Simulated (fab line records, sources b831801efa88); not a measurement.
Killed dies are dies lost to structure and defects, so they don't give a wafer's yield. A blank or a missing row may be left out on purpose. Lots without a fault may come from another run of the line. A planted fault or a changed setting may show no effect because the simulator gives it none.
fab line records | flow sky130
record lots=7 wafers=21 last_day=51
route steps=708 shown CAP2M@605 PAD_OPEN@708
lots that met no fault: from a run of the same line without faults
start_h: hours from the record's first day to the start of the lot's first wafer shown | wait_h: hours since the lot's step before | " the same as in the row above | L1.1+2: a row that stands for several wafers | - no value, or no start given | * or withheld: withheld | < > ~ a bound
route shown NAME@n: a module of which the file shows steps, and the number in the route of the first | usual: mean/standard deviation of fault-free wafers | same: alike in all rows | chamber/n: place in a boat | sites: the reading at each site | _std_site: their standard deviation | _edge_site: outer sites' mean less inner sites' | radius_mm: how far each site lies from the wafer's centre | mask NAME#n: copy n | behind: the tool/chamber that last shaped the wafer | hold: why the lot was held/for how many hours/how that ended | device: the transistor (n, p or np) that didn't switch | end of line: the same wafers' tests at the end of the route | a step without rows: its recipe alone | killed: dies lost to structure and defects at the first sort, not the wafer's yield | map: a wafer's dies, x killed, . not, _ none there
set.NAME: the setting as run; set.NAME@STEP: as run at that earlier step | model.NAME: the simulator's own value behind a step, which no gauge read
lots at some steps of the route; a table a step, a row a wafer
services: from which hour (start_h, from the record's first day; less than 0 if before it) a tool's chamber was out of use, for how many hours, and why
## steps
# step SKY_CAP2M_SPUTTER_02
# recipe material=TiN target_thk_nm=200 temp_c=300 power_w=6500 time_s=166.7 chamber_pressure_pa=0.4
# usual substrate_temp_c=300.00/0.22 susceptor_temp_C=299.99/0.18 throttle_valve_pct=29.8/1.1
# columns lot.wafer tool chamber start_h wait_h substrate_temp_c susceptor_temp_C throttle_valve_pct
L166.1 pvd_sputter-03 - 981.78 0.1 300.39 299.85 30.7
L166.5 " - " " 300.29 300.32 27.8
L166.6 " - " " 300.11 299.96 29.9
L177.3 pvd_sputter-02 - 1091.29 0.0 300.24 299.65 29.7
L177.4 " - " " 299.69 299.95 30.9
L177.5 " - " " 299.47 299.85 30.6
L179.3 pvd_sputter-01 - 1094.04 0.0 300.05 300.01 31.0
L179.4 " - " " 300.05 300.10 29.5
L179.6 " - " " 300.76 300.01 28.8
L175.1 pvd_sputter-02 - 1097.56 0.1 299.88 300.26 29.0
L175.2 " - " " 300.21 299.94 29.8
L175.3 " - " " 300.14 299.88 31.5
L174.2 pvd_sputter-03 - 1098.70 0.0 299.94 299.69 29.0
L174.3 " - " " 299.99 300.06 30.7
L174.4 " - " " 300.29 300.48 27.4
L180.1 pvd_sputter-03 - 1101.51 0.1 299.89 299.82 30.7
L180.3 " - " " 300.00 299.64 27.5
L180.6 " - " " 299.71 299.82 30.9
L181.3 pvd_sputter-01 - 1101.98 0.0 299.79 299.67 29.5
L181.4 " - " " 300.03 299.85 31.0
L181.5 " - " " 299.84 300.12 29.6
# step SKY_CAP2M_RS_MEAS_03
# recipe thk_meas_gauge=four-point-probe reads=TiN_of_CAP2M_SPUTTER_02
# usual CAP2M_TIN_RS=6.90/0.078
# columns lot.wafer tool chamber start_h wait_h CAP2M_TIN_RS[ohm/sq]
L166.1 film_metro-02 - 981.89 0.1 6.96
L166.5 " - " " 6.92
L166.6 " - " " 6.85
L177.3 film_metro-01 - 1091.44 0.1 6.98
L177.4 " - " " 7.00
L177.5 " - " " 7.02
L179.3 film_metro-01 - 1094.19 0.1 6.79
L179.4 " - " " 6.79
L179.6 " - " " 6.85
L175.1 film_metro-02 - 1097.67 0.1 6.92
L175.2 " - " " 6.87
L175.3 " - " " 6.90
L174.2 film_metro-02 - 1098.83 0.1 7.01
L174.3 " - " " 7.06
L174.4 " - " " 7.06
L180.1 film_metro-01 - 1101.61 0.1 6.97
L180.3 " - " " 6.97
L180.6 " - " " 6.89
L181.3 film_metro-03 - 1102.13 0.1 6.86
L181.4 " - " " 6.81
L181.5 " - " " 6.86
# step SKY_CAP2M_THK_MEAS_04
# recipe thk_meas_gauge=xrf reads=TiN_of_CAP2M_SPUTTER_02
# usual CAP2M_TIN_THK=201.8/2.3
# columns lot.wafer tool chamber start_h wait_h CAP2M_TIN_THK[nm]
L166.1 film_metro-02 - 982.01 0.1 200.2
L166.5 " - " " 199.5
L166.6 " - " " 202.8
L177.3 film_metro-01 - 1091.54 0.1 200.5
L177.4 " - " " 199.1
L177.5 " - " " 199.0
L179.3 film_metro-01 - 1094.29 0.1 205.0
L179.4 " - " " 204.7
L179.6 " - " " 204.0
L175.1 film_metro-02 - 1097.79 0.1 200.6
L175.2 " - " " 201.7
L175.3 " - " " 200.8
L174.2 film_metro-02 - 1098.94 0.1 197.7
L174.3 " - " " 197.4
L174.4 " - " " 197.0
L180.1 film_metro-01 - 1101.73 0.1 200.6
L180.3 " - " " 199.4
L180.6 " - " " 202.0
L181.3 film_metro-03 - 1102.23 0.1 202.9
L181.4 " - " " 204.6
L181.5 " - " " 203.1
# step SKY_CAP2M_DEHYDRATE_05
# recipe temp_c=200 time_s=60
# step SKY_CAP2M_HMDS_06
# recipe prime_time_s=60 prime_temp_c=120
# step SKY_CAP2M_COAT_07
# recipe resist=NOVOLAK spin_rpm=3000 resist_thk_nm=1140
# step SKY_CAP2M_SOFTBAKE_08
# recipe temp_c=90 time_s=60 resist=NOVOLAK
# step SKY_CAP2M_EXPOSE_09
# recipe mask_id=CAP2M na=0.6 source_shape=conventional sigma_outer=0.6 polarization=unpolarized target_cd_nm=1000 dose_mj=159
# step SKY_CAP2M_PEB_10
# recipe temp_c=withheld time_s=* resist=NOVOLAK
# step SKY_CAP2M_DEVELOP_11
# recipe resist=NOVOLAK developer=TMAH develop_time_s=60 dev_temp_c=23
# step SKY_CAP2M_OVL_MEAS_12
# usual CAP2M_OVL=0.3/1.5
# columns lot.wafer tool chamber start_h wait_h CAP2M_OVL[nm]
L166.1 overlay-02 - 1005.34 0.1 1.4
L166.5 " - " " 0.9
L166.6 " - " " 0.2
L177.3 overlay-01 - 1110.65 0.1 -0.5
L177.4 " - " " -0.1
L177.5 " - " " -0.8
L179.3 overlay-01 - 1112.84 0.1 2.0
L179.4 " - " " 2.3
L179.6 " - " " 0.4
L175.1 overlay-02 - 1116.19 0.1 0.2
L175.2 " - " " 2.5
L175.3 " - " " 1.3
L174.2 overlay-02 - 1117.34 0.1 -1.9
L174.3 " - " " -2.2
L174.4 " - " " 0.7
L180.1 overlay-01 - 1120.19 0.1 0.1
L180.3 " - " " -1.2
L180.6 " - " " -0.7
L181.3 overlay-02 - 1120.69 0.1 1.2
L181.4 " - " " 0.7
L181.5 " - " " -0.2
# step SKY_CAP2M_METAL_ETCH_13
# recipe target_depth_nm=220 stop_on=SiO2 chemistry=Cl2/BCl3 target=TiN pressure_mtorr=10 icp_w=900 bias_w=48.5 Cl2_flow_sccm=60 bcl3_flow_sccm=30 time_s=62.9
# usual drypump_motor_current_A=5.9/0.51 mfc_cl2_sccm=59.98/0.18 oes_product_au=0.942/0.0074 throttle_valve_pct=21.900/0.01
# columns lot.wafer tool chamber start_h wait_h drypump_motor_current_A mfc_cl2_sccm oes_product_au rf_hours_counter_h throttle_valve_pct
L166.1 rie_metal-03 1 1005.37 0.0 6.0 60.08 0.942 16 21.896
L166.5 " 1 " " 6.0 60.26 0.944 - 21.909
L166.6 " 0 " " 5.9 60.16 0.943 - 21.898
L177.3 rie_metal-03 1 1110.70 0.0 6.0 60.33 0.933 - 21.900
L177.4 " 0 " " 5.9 59.66 0.934 - 21.901
L177.5 " 1 " " 6.0 60.02 0.928 - 21.908
L179.3 rie_metal-01 0 1112.89 0.0 6.2 59.88 0.952 - 21.906
L179.4 " 1 " " 5.8 59.82 0.954 - 21.887
L179.6 " 0 " " 6.3 59.83 0.942 - 21.890
L175.1 rie_metal-04 0 1116.22 0.0 4.6 59.90 0.938 10 21.894
L175.2 " 1 " " 6.2 60.22 0.944 17 21.898
L175.3 " 0 " " 4.6 59.83 0.945 - 21.904
L174.2 rie_metal-03 1 1117.37 0.0 6.0 60.16 0.927 23 21.916
L174.3 " 1 " " 6.0 59.88 0.933 - 21.917
L174.4 " 0 " " 6.0 60.27 0.933 - 21.926
L180.1 rie_metal-01 0 1120.22 0.0 6.3 60.25 0.936 19 21.896
L180.3 " 0 " " 6.3 60.04 0.923 - 21.911
L180.6 " 0 " " 6.2 59.72 0.935 - 21.914
L181.3 rie_metal-03 1 1120.74 0.0 6.0 59.90 0.950 - 21.907
L181.4 " 0 " " 5.9 59.95 0.949 - 21.899
L181.5 " 0 " " 5.9 59.65 0.941 - 21.907
# step SKY_CAP2M_STRIP_14
# recipe chemistry=O2/N2 power_w=1400 pressure_mtorr=1500 platen_temp_c=withheld o2_flow_sccm=3000 n2_flow_sccm=300 overash_fraction=0.5
# usual chamber_pressure_mTorr=1500.1/1.3 drypump_motor_current_A=5.5/0.4 n2_flow_sccm=300.2/0.93 oes_product_au=0.710/0.0045 strip_time_to_endpoint_s=12.67/0.043
# columns lot.wafer tool chamber start_h wait_h chamber_pressure_mTorr drypump_motor_current_A n2_flow_sccm oes_product_au rf_hours_counter_h strip_time_to_endpoint_s model.NOVOLAK_of_CAP2M_COAT_07.thk_nm
L166.1 plasma_asher-03 0 1005.45 0.1 1498.7 5.9 300.8 0.715 118 12.69 0
L166.5 " 1 " " 1498.8 5.4 300.2 0.707 - 12.71 0
L166.6 " 0 " " 1500.2 5.9 300.6 0.712 - 12.66 0
L177.3 plasma_asher-02 1 1110.78 0.1 1498.8 5.3 299.0 0.708 - 12.71 0
L177.4 " 0 " " 1501.2 5.6 300.5 0.710 - 12.60 0
L177.5 " 0 " " 1498.3 5.6 300.8 0.719 - 12.67 0
L179.3 plasma_asher-01 0 1112.98 0.1 - - - - - - 990.3
L179.4 " 1 " " - - - - - - 991.1
L179.6 " 0 " " - - - - - - 994.3
L175.1 plasma_asher-02 1 1116.33 0.1 - - - - - - 990.9
L175.2 " 0 " " - - - - - - 994.9
L175.3 " 0 " " - - - - - - 997.1
L174.2 plasma_asher-01 0 1117.45 0.1 - - - - - - 997.2
L174.3 " 1 " " - - - - - - 1000
L174.4 " 0 " " - - - - - - 992.7
L180.1 plasma_asher-01 1 1120.38 0.1 1499.9 5.9 299.4 0.712 95 12.62 0
L180.3 " 0 " " 1500.8 4.7 300.2 0.716 - 12.61 0
L180.6 " 1 " " 1500.5 5.9 299.4 0.712 - 12.60 0
L181.3 plasma_asher-02 0 1120.83 0.1 1501.7 5.6 300.0 0.714 - 12.65 0
L181.4 " 1 " " 1497.9 5.3 299.4 0.709 - 12.60 0
L181.5 " 1 " " 1501.0 5.3 297.8 0.707 - 12.60 0
# step SKY_CAP2M_STRIP_15
# recipe chemistry=post_etch_residue_remover time_s=1200 temp_c=72.5
# step SKY_PAD_OPEN_PROBE_99
# usual defect_limited_yield=82.5/2 killed_at_M0_to_M3=42/7.3 killed_at_M4_up=3.4/2 killed_at_contacts=24/5.6 killed_at_front_end=16/4.5 killed_at_other=0.2/0.51 killed_dies=86/9.8 killed_on_rim=17/3.8 killed_open=46/7 killed_short=40/6.7 sort_bin_3_pad_short=0.9/0.42 sort_bin_5_function=10.3/1.5 sort_bin_6_memory=6.3/1.3 sort_n_pass=406/9.8 sort_yield_pct=82.5/2
# same gross_dies=492 killed_at_back_side=0 sort_bin_4_leakage[%]=0 sort_bin_8_speed[%]=0
# columns lot.wafer tool chamber start_h wait_h defect_limited_yield[%] killed_at_M0_to_M3 killed_at_M4_up killed_at_contacts killed_at_front_end killed_at_other killed_dies killed_on_rim killed_open killed_short sort_bin_3_pad_short[%] sort_bin_5_function[%] sort_bin_6_memory[%] sort_n_pass sort_yield_pct[%]
L177.3 prober-02 - 1212.46 0.2 81.5 51 2 20 18 0 91 22 46 44 0.6 11.0 6.9 401 81.5
L177.4 prober-02 - 1212.51 0.2 87.2 25 2 21 15 0 63 10 34 28 1.2 8.1 3.5 429 87.2
L177.5 prober-02 - 1212.56 0.2 82.7 51 0 22 11 1 85 15 51 33 1.4 11.4 4.5 407 82.7
L179.3 prober-01 - 1213.41 0.5 0.4 11 0 6 3 470 490 95 12 8 23.4 73.6 2.6 2 0.4
L179.4 prober-01 - 1213.46 0.5 0.6 13 0 3 3 470 489 96 9 10 26.2 71.3 1.8 3 0.6
L179.6 prober-01 - 1213.56 0.6 0.4 12 0 4 4 470 490 95 8 12 25.4 71.3 2.8 2 0.4
L175.1 prober-01 - 1213.86 0.1 0.4 14 1 6 0 469 490 95 13 8 22.2 73.0 4.5 2 0.4
L175.2 prober-01 - 1213.91 0.1 0.6 5 1 4 1 478 489 96 9 2 23.6 73.4 2.4 3 0.6
L175.3 prober-01 - 1213.96 0.2 0.4 11 0 8 5 466 490 95 7 17 23.6 73.0 3.0 2 0.4
L174.2 prober-02 - 1214.56 0.1 0.4 10 1 6 1 472 490 96 8 10 21.5 76.0 2.0 2 0.4
L174.3 prober-02 - 1214.61 0.2 0.2 6 0 12 4 469 491 96 9 13 25.0 73.0 1.8 1 0.2
L174.4 prober-02 - 1214.66 0.2 0.2 6 2 13 0 470 491 96 12 9 22.8 74.6 2.4 1 0.2
L180.1 prober-01 - 1217.24 0.1 85.0 43 1 18 12 0 74 11 41 33 0.6 7.5 6.9 418 85.0
L180.3 prober-01 - 1217.34 0.2 84.1 46 3 22 7 0 78 15 39 39 1.0 9.1 5.7 414 84.1
L180.6 prober-01 - 1217.49 0.2 82.5 46 4 24 12 0 86 18 46 39 1.0 10.6 5.9 406 82.5
# killed by level:class
L177.3 METAL2:geometric_particle:short=12 CONTACT:geometric_particle:open=8 VIA1:geometric_particle:open=8 VIA3:geometric_particle:open=6 FIELD_ISO:geometric_particle:short=5 LI_CONTACT:geometric_particle:open=5 VIA1:geometric_particle:short=5 VIA2:geometric_particle:open=5
L177.4 FIELD_ISO:geometric_particle:short=5 LI_CONTACT:geometric_particle:open=5 CONTACT:geometric_particle:short=5 CONTACT:geometric_particle:open=5 VIA1:geometric_particle:open=5 VIA3:geometric_particle:open=5 POLY_GATE:geometric_particle:open=4 LOCAL_INTERCONNECT:geometric_particle:short=4
L177.5 VIA2:geometric_particle:open=12 VIA3:geometric_particle:open=9 VIA1:geometric_particle:open=8 CONTACT:geometric_particle:short=6 METAL2:geometric_particle:short=6 LI_CONTACT:geometric_particle:open=5 VIA1:geometric_particle:short=5 CONTACT:geometric_particle:open=5
L179.3 CAP2M:plasma_strip_residue=470 CONTACT:geometric_particle:open=4 VIA1:geometric_particle:open=3 LI_CONTACT:geometric_particle:short=2 METAL1:geometric_particle:short=2 VIA3:geometric_particle:open=2 FIELD_ISO:geometric_particle:short=1 POLY_GATE:geometric_particle:open=1
L179.4 CAP2M:plasma_strip_residue=470 VIA1:geometric_particle:open=3 METAL2:geometric_particle:short=3 METAL1:geometric_particle:short=2 VIA3:geometric_particle:open=2 FIELD_ISO:geometric_particle:short=1 FIELD_ISO:geometric_particle:open=1 POLY_CUT:geometric_particle:short=1
L179.6 CAP2M:plasma_strip_residue=470 METAL1:geometric_particle:short=3 VIA1:geometric_particle:short=3 LI_CONTACT:geometric_particle:open=2 VIA1:geometric_particle:open=2 FIELD_ISO:geometric_particle:open=1 FIELD_ISO:geometric_particle:short=1 POLY_GATE:geometric_particle:short=1
L175.1 CAP2M:plasma_strip_residue=469 CONTACT:geometric_particle:open=4 VIA1:geometric_particle:open=4 LI_CONTACT:geometric_particle:short=2 VIA2:geometric_particle:open=2 VIA3:geometric_particle:short=2 VIA3:geometric_particle:open=2 METAL4:geometric_particle:short=1
L175.2 CAP2M:plasma_strip_residue=478 LI_CONTACT:geometric_particle:open=2 METAL2:geometric_particle:short=2 VIA2:geometric_particle:open=2 POLY_GATE:geometric_particle:open=1 LOCAL_INTERCONNECT:geometric_particle:open=1 VIA3:geometric_particle:open=1 CONTACT:geometric_particle:open=1
L175.3 CAP2M:plasma_strip_residue=466 CONTACT:geometric_particle:short=3 VIA1:geometric_particle:short=3 FIELD_ISO:geometric_particle:short=2 METAL1:geometric_particle:short=2 LI_CONTACT:geometric_particle:open=2 CONTACT:geometric_particle:open=2 VIA1:geometric_particle:open=2
L174.2 CAP2M:plasma_strip_residue=472 METAL2:geometric_particle:short=3 LOCAL_INTERCONNECT:geometric_particle:short=2 CONTACT:geometric_particle:open=2 VIA3:geometric_particle:open=2 POLY_GATE:geometric_particle:short=1 LI_CONTACT:geometric_particle:short=1 LI_CONTACT:geometric_particle:open=1
L174.3 CAP2M:plasma_strip_residue=469 CONTACT:geometric_particle:short=5 CONTACT:geometric_particle:open=4 LI_CONTACT:geometric_particle:open=2 SONOS_ONO:geometric_particle:short=1 POLY_GATE:geometric_particle:open=1 POLY_GATE:geometric_particle:short=1 SPACER:geometric_particle:short=1
L174.4 CAP2M:plasma_strip_residue=470 CONTACT:geometric_particle:open=7 LI_CONTACT:geometric_particle:open=3 METAL4:geometric_particle:short=2 CONTACT:geometric_particle:short=2 METAL1:geometric_particle:short=2 VIA3:geometric_particle:short=2 VIA3:geometric_particle:open=2
L180.1 VIA3:geometric_particle:open=7 CONTACT:geometric_particle:open=7 METAL2:geometric_particle:short=7 VIA2:geometric_particle:open=7 VIA1:geometric_particle:open=5 METAL1:geometric_particle:short=4 METAL1:geometric_particle:open=4 VIA2:geometric_particle:short=4
L180.3 VIA2:geometric_particle:open=10 LI_CONTACT:geometric_particle:open=8 CONTACT:geometric_particle:open=8 METAL2:geometric_particle:short=8 VIA1:geometric_particle:open=6 VIA2:geometric_particle:short=5 METAL1:geometric_particle:short=4 VIA3:geometric_particle:open=4
L180.6 VIA1:geometric_particle:open=9 METAL1:geometric_particle:short=8 CONTACT:geometric_particle:open=7 VIA2:geometric_particle:open=7 LI_CONTACT:geometric_particle:open=6 VIA2:geometric_particle:short=6 VIA3:geometric_particle:open=5 LOCAL_INTERCONNECT:geometric_particle:short=4
# map L174.3 (x killed, . not)
__________xxxxxxxxxx_________
________xxxxxxxxxxxxxx_______
______xxxxxxxxxxxxxxxxxx_____
_____xxxxxxxxxxxxxxxxxxxx____
____xxxxxxxxxxxxxxxxxxxxxx___
___xxxxxxxxxxxxxxxxxxxxxxxx__
__xxxxxx.xxxxxxxxxxxxxxxxxxx_
_xxxxxxxxxxxxxxxxxxxxxxxxxxxx
_xxxxxxxxxxxxxxxxxxxxxxxxxxxx
_xxxxxxxxxxxxxxxxxxxxxxxxxxxx
_xxxxxxxxxxxxxxxxxxxxxxxxxxxx
_xxxxxxxxxxxxxxxxxxxxxxxxxxxx
_xxxxxxxxxxxxxxxxxxxxxxxxxxxx
_xxxxxxxxxxxxxxxxxxxxxxxxxxxx
_xxxxxxxxxxxxxxxxxxxxxxxxxxxx
__xxxxxxxxxxxxxxxxxxxxxxxxxx_
___xxxxxxxxxxxxxxxxxxxxxxxx__
____xxxxxxxxxxxxxxxxxxxxxx___
_____xxxxxxxxxxxxxxxxxxxx____
______xxxxxxxxxxxxxxxxxx_____
________xxxxxxxxxxxxxx_______
__________xxxxxxxxxx_________
# map L175.1 (x killed, . not)
__________xxxxxxxxxx_________
________x.xxxxxxxxxxxx_______
______xxxxxxxxxxxxxxxxxx_____
_____xxxxxxxxxxxxxxxxxxxx____
____xxxxxxxxxxxxxxxxxxxxxx___
___xxxxxxxxxxxxxxxxxxxxxxxx__
__xxxxxxxxxxxxxxxxxxxxxxxxxx_
_xxxxxxxxxxxxxxxxxxxxxxxxxxxx
_xxxxxxxxxxxxxxxxxxxxxxxxxxxx
_xxxxxxxxxxxxxxxxxxxxxxxxxxxx
_xxxxxxxxxxxxxxxxxx.xxxxxxxxx
_xxxxxxxxxxxxxxxxxxxxxxxxxxxx
_xxxxxxxxxxxxxxxxxxxxxxxxxxxx
_xxxxxxxxxxxxxxxxxxxxxxxxxxxx
_xxxxxxxxxxxxxxxxxxxxxxxxxxxx
__xxxxxxxxxxxxxxxxxxxxxxxxxx_
___xxxxxxxxxxxxxxxxxxxxxxxx__
____xxxxxxxxxxxxxxxxxxxxxx___
_____xxxxxxxxxxxxxxxxxxxx____
______xxxxxxxxxxxxxxxxxx_____
________xxxxxxxxxxxxxx_______
__________xxxxxxxxxx_________
## services
# columns tool chamber start_h hours kind
plasma_asher-03 - 982.67 2.8 pm
plasma_asher-02 - 1001.37 0.6 repair
pvd_sputter-02 1 1001.83 - consumable_replace:kit
pvd_sputter-02 1 1001.83 18.0 scheduled_down
pvd_sputter-02 1 1001.83 18.0 vent_cycle
pvd_sputter-01 - 1009.04 2.4 repair
rie_metal-01 - 1013.48 0.5 repair
rie_metal-03 - 1015.16 1.4 pm
plasma_asher-03 - 1055.27 9.0 pm
plasma_asher-03 0 1055.27 9.0 vent_cycle
plasma_asher-03 1 1055.27 9.0 vent_cycle
rie_metal-04 0 1062.89 6.8 repair
plasma_asher-01 - 1063.74 2.0 repair
plasma_asher-03 0 1064.27 - clean
plasma_asher-03 1 1064.27 - clean
plasma_asher-01 - 1076.71 28.1 pm
pvd_sputter-01 1 1087.83 - consumable_replace:kit
pvd_sputter-01 1 1087.83 18.0 scheduled_down
pvd_sputter-01 1 1087.83 18.0 vent_cycle
pvd_sputter-02 - 1098.43 5.1 repair
pvd_sputter-03 1 1100.34 - consumable_replace:kit
pvd_sputter-03 1 1100.34 18.0 scheduled_down
pvd_sputter-03 1 1100.34 18.0 vent_cycle
rie_metal-01 1 1113.66 22.3 repair
## key
first_sign step=SKY_CAP2M_STRIP_14 reading=tool_record direction=missing
effect step=SKY_PAD_OPEN_PROBE_99 reading=killed_at_other direction=up sigmas=99+ usual=0.2 struck=470.4
model_effect step=SKY_CAP2M_STRIP_14 value=NOVOLAK_of_CAP2M_COAT_07.thk_nm without=0 struck=994.3
met_at SKY_CAP2M_STRIP_14
struck_wafers L174.2,L174.3,L174.4,L175.1,L175.2,L175.3,L179.3,L179.4,L179.6
later_rows_left_out L174.2,L174.3,L174.4,L175.1,L175.2,L175.3,L179.3,L179.4,L179.6
onset_between 1110.78 1112.98
fault kind=skipped_step_whole tool=plasma_asher-01,plasma_asher-02 chamber=- onset_h=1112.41 steps=SKY_CAP2M_STRIP_14 scope=struck_lots_only
# later_rows_left_out: the simulator's readings of these wafers behind a module that went badly wrong aren't trusted and aren't shown, but for the sort
